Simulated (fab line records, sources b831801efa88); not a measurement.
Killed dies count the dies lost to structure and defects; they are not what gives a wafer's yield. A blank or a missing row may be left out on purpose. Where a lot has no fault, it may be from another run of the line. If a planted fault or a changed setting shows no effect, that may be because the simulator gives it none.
The tool behind it: which one? / flow sky130 / Sampling: 24 lots, 72 wafers, 3 of 708 route steps

## WHAT THE GAUGES SHOWED, per wafer
SKY_SD_N_CD_MEAS_07: target cd 380 nm.
lot=L074; measured=day 28 03:53; on=cd sem-02; cd nm (nm)=375.9 375.2 378.2
lot=L075; measured=day 28 11:46; on=cd sem-02; cd nm (nm)=381.0 380.1 380.5
lot=L076; measured=day 28 23:21; on=cd sem-02; cd nm (nm)=379.0 375.6 375.1
lot=L077; measured=day 29 07:47; on=cd sem-02; cd nm (nm)=377.5 379.4 380.4
lot=L078; measured=day 29 07:55; on=cd sem-02; cd nm (nm)=381.6 383.3 382.2
lot=L079; measured=day 29 10:50; on=cd sem-01; cd nm (nm)=378.8 378.1 379.6
lot=L080; measured=day 30 04:45; on=cd sem-01; cd nm (nm)=384.1 382.3 384.7
lot=L081; measured=day 30 11:56; on=cd sem-02; cd nm (nm)=382.8 382.7 382.0
lot=L082; measured=day 30 13:28; on=cd sem-02; cd nm (nm)=383.0 381.9 382.3
lot=L083; measured=day 30 17:41; on=cd sem-01; cd nm (nm)=380.2 378.7 379.0
lot=L084; measured=day 31 07:08; on=cd sem-01; cd nm (nm)=379.0 378.5 376.7
lot=L085; measured=day 31 12:49; on=cd sem-02; cd nm (nm)=380.9 379.6 380.2
lot=L086; measured=day 32 00:10; on=cd sem-01; cd nm (nm)=380.8 382.3 380.6
lot=L087; measured=day 32 08:51; on=cd sem-02; cd nm (nm)=383.4 382.2 379.2
lot=L088; measured=day 32 14:16; on=cd sem-01; cd nm (nm)=377.0 379.6 377.6
lot=L089; measured=day 32 19:19; on=cd sem-01; cd nm (nm)=381.5 383.1 382.8
lot=L090; measured=day 33 03:53; on=cd sem-02; cd nm (nm)=383.3 384.0 383.7
lot=L091; measured=day 33 10:12; on=cd sem-01; cd nm (nm)=384.3 386.0 384.0
lot=L092; measured=day 34 05:24; on=cd sem-02; cd nm (nm)=376.2 378.1 380.0
lot=L093; measured=day 34 12:46; on=cd sem-02; cd nm (nm)=378.4 378.3 377.5
lot=L094; measured=day 34 13:32; on=cd sem-01; cd nm (nm)=380.3 379.0 379.5
lot=L095; measured=day 34 18:58; on=cd sem-01; cd nm (nm)=376.0 375.1 374.7
lot=L096; measured=day 35 02:08; on=cd sem-01; cd nm (nm)=384.1 381.1 382.6
lot=L097; measured=day 35 10:08; on=cd sem-02; cd nm (nm)=383.9 384.3 382.5

SKY_LI_CONTACT_THK_MEAS_23: measures by xrf.
lot=L074; measured=day 29 10:46; on=film metro-02; LI_CONTACT_W_THK (nm)=411 406 410
lot=L075; measured=day 29 18:50; on=film metro-03; LI_CONTACT_W_THK (nm)=406 404 415
lot=L076; measured=day 30 06:49; on=film metro-03; LI_CONTACT_W_THK (nm)=426 414 426
lot=L077; measured=day 30 14:32; on=film metro-04; LI_CONTACT_W_THK (nm)=423 410 423
lot=L078; measured=day 30 15:14; on=film metro-04; LI_CONTACT_W_THK (nm)=396 404 400
lot=L079; measured=day 30 18:23; on=film metro-04; LI_CONTACT_W_THK (nm)=415 403 420
lot=L080; measured=day 31 11:17; on=film metro-04; LI_CONTACT_W_THK (nm)=406 404 401
lot=L081; measured=day 31 17:29; on=film metro-02; LI_CONTACT_W_THK (nm)=423 433 429
lot=L082; measured=day 31 19:43; on=film metro-02; LI_CONTACT_W_THK (nm)=413 414 403
lot=L083; measured=day 32 00:16; on=film metro-04; LI_CONTACT_W_THK (nm)=400 409 404
lot=L084; measured=day 32 13:02; on=film metro-02; LI_CONTACT_W_THK (nm)=431 433 429
lot=L085; measured=day 32 17:48; on=film metro-02; LI_CONTACT_W_THK (nm)=409 424 412
lot=L086; measured=day 33 06:40; on=film metro-04; LI_CONTACT_W_THK (nm)=407 406 423
lot=L087; measured=day 33 14:02; on=film metro-02; LI_CONTACT_W_THK (nm)=403 414 405
lot=L088; measured=day 33 20:07; on=film metro-04; LI_CONTACT_W_THK (nm)=402 400 406
lot=L089; measured=day 33 23:50; on=film metro-04; LI_CONTACT_W_THK (nm)=408 406 400
lot=L090; measured=day 34 09:04; on=film metro-02; LI_CONTACT_W_THK (nm)=428 407 427
lot=L091; measured=day 34 15:33; on=film metro-02; LI_CONTACT_W_THK (nm)=412 409 406
lot=L092; measured=day 35 10:31; on=film metro-03; LI_CONTACT_W_THK (nm)=405 403 407
lot=L093; measured=day 35 17:50; on=film metro-02; LI_CONTACT_W_THK (nm)=403 405 409
lot=L094; measured=day 35 18:19; on=film metro-02; LI_CONTACT_W_THK (nm)=432 410 420
lot=L095; measured=day 35 23:56; on=film metro-03; LI_CONTACT_W_THK (nm)=407 400 405
lot=L096; measured=day 36 06:52; on=film metro-04; LI_CONTACT_W_THK (nm)=406 400 401
lot=L097; measured=day 36 14:43; on=film metro-02; LI_CONTACT_W_THK (nm)=414 430 417

## WHAT TOOL EACH LOT RAN ON (gives the tool, then ch and the chambers of the sampled wafers, and finally the start)
lot=L074; SKY_LI_CONTACT_SPUTTER_19=pvd sputter-04, day 29 10:22
lot=L075; SKY_LI_CONTACT_SPUTTER_19=pvd sputter-01, day 29 18:26
lot=L076; SKY_LI_CONTACT_SPUTTER_19=pvd sputter-02, day 30 06:24
lot=L077; SKY_LI_CONTACT_SPUTTER_19=pvd sputter-04, day 30 14:08
lot=L078; SKY_LI_CONTACT_SPUTTER_19=pvd sputter-01, day 30 14:43
lot=L079; SKY_LI_CONTACT_SPUTTER_19=pvd sputter-01, day 30 17:59
lot=L080; SKY_LI_CONTACT_SPUTTER_19=pvd sputter-01, day 31 10:53
lot=L081; SKY_LI_CONTACT_SPUTTER_19=pvd sputter-02, day 31 17:05
lot=L082; SKY_LI_CONTACT_SPUTTER_19=pvd sputter-01, day 31 19:19
lot=L083; SKY_LI_CONTACT_SPUTTER_19=pvd sputter-04, day 31 23:52
lot=L084; SKY_LI_CONTACT_SPUTTER_19=pvd sputter-04, day 32 12:38
lot=L085; SKY_LI_CONTACT_SPUTTER_19=pvd sputter-04, day 32 17:25
lot=L086; SKY_LI_CONTACT_SPUTTER_19=pvd sputter-01, day 33 06:17
lot=L087; SKY_LI_CONTACT_SPUTTER_19=pvd sputter-02, day 33 13:38
lot=L088; SKY_LI_CONTACT_SPUTTER_19=pvd sputter-02, day 33 19:44
lot=L089; SKY_LI_CONTACT_SPUTTER_19=pvd sputter-02, day 33 23:26
lot=L090; SKY_LI_CONTACT_SPUTTER_19=pvd sputter-02, day 34 08:41
lot=L091; SKY_LI_CONTACT_SPUTTER_19=pvd sputter-02, day 34 15:02
lot=L092; SKY_LI_CONTACT_SPUTTER_19=pvd sputter-04, day 35 10:08
lot=L093; SKY_LI_CONTACT_SPUTTER_19=pvd sputter-04, day 35 17:26
lot=L094; SKY_LI_CONTACT_SPUTTER_19=pvd sputter-01, day 35 17:56
lot=L095; SKY_LI_CONTACT_SPUTTER_19=pvd sputter-02, day 35 23:32
lot=L096; SKY_LI_CONTACT_SPUTTER_19=pvd sputter-04, day 36 06:28
lot=L097; SKY_LI_CONTACT_SPUTTER_19=pvd sputter-01, day 36 14:20
- SKY_LI_CONTACT_SPUTTER_19: material Ti, target thk 20 nm, time 106.37 s.

## AS READ BY THE TOOLS THEMSELVES (means over the sampled wafers that have a number; for cases with no such wafer, the mark the record gives instead)
SKY_LI_CONTACT_SPUTTER_19.
lot=L074; tool=pvd sputter-04; throttle valve pct (%)=30.7
lot=L075; tool=pvd sputter-01; throttle valve pct (%)=30.8
lot=L076; tool=pvd sputter-02; throttle valve pct (%)=29.7
lot=L077; tool=pvd sputter-04; throttle valve pct (%)=30.6
lot=L078; tool=pvd sputter-01; throttle valve pct (%)=31.6
lot=L079; tool=pvd sputter-01; throttle valve pct (%)=31.0
lot=L080; tool=pvd sputter-01; throttle valve pct (%)=30.4
lot=L081; tool=pvd sputter-02; throttle valve pct (%)=29.4
lot=L082; tool=pvd sputter-01; throttle valve pct (%)=30.5
lot=L083; tool=pvd sputter-04; throttle valve pct (%)=29.5
lot=L084; tool=pvd sputter-04; throttle valve pct (%)=30.6
lot=L085; tool=pvd sputter-04; throttle valve pct (%)=28.5
lot=L086; tool=pvd sputter-01; throttle valve pct (%)=31.2
lot=L087; tool=pvd sputter-02; throttle valve pct (%)=29.6
lot=L088; tool=pvd sputter-02; throttle valve pct (%)=29.5
lot=L089; tool=pvd sputter-02; throttle valve pct (%)=29.5
lot=L090; tool=pvd sputter-02; throttle valve pct (%)=29.6
lot=L091; tool=pvd sputter-02; throttle valve pct (%)=29.7
lot=L092; tool=pvd sputter-04; throttle valve pct (%)=29.6
lot=L093; tool=pvd sputter-04; throttle valve pct (%)=28.7
lot=L094; tool=pvd sputter-01; throttle valve pct (%)=30.5
lot=L095; tool=pvd sputter-02; throttle valve pct (%)=29.9
lot=L096; tool=pvd sputter-04; throttle valve pct (%)=29.5
lot=L097; tool=pvd sputter-01; throttle valve pct (%)=30.3

## THE ANSWER, worked out from the rows above alone
Rule: what is usual is taken from the lots themselves. The widest of any qualifying gaps counts: lots, ordered by their means at a reading, are off when they make up no more than a third of the lots, leave a main group of 4 or more, and stand apart from it by 3 or more times the standard deviation of that group's means. Not used: any main group whose means are identical at the precision the tables above print for the reading. Also off: a lot with no number at a reading for which 4 or more lots have one. The other lots that the step has rows for count as sound. The gauges are gone through in route order, then the tools' own readings, and for those a lot's mean is taken as printed above. The first step at which some lot is off is used, and at that step the reading that is off furthest; a lot without a number counts as furthest.
Across all readings shown, no lot is off: no conclusion can be drawn from this.

## WHAT THE SIMULATOR PUT IN
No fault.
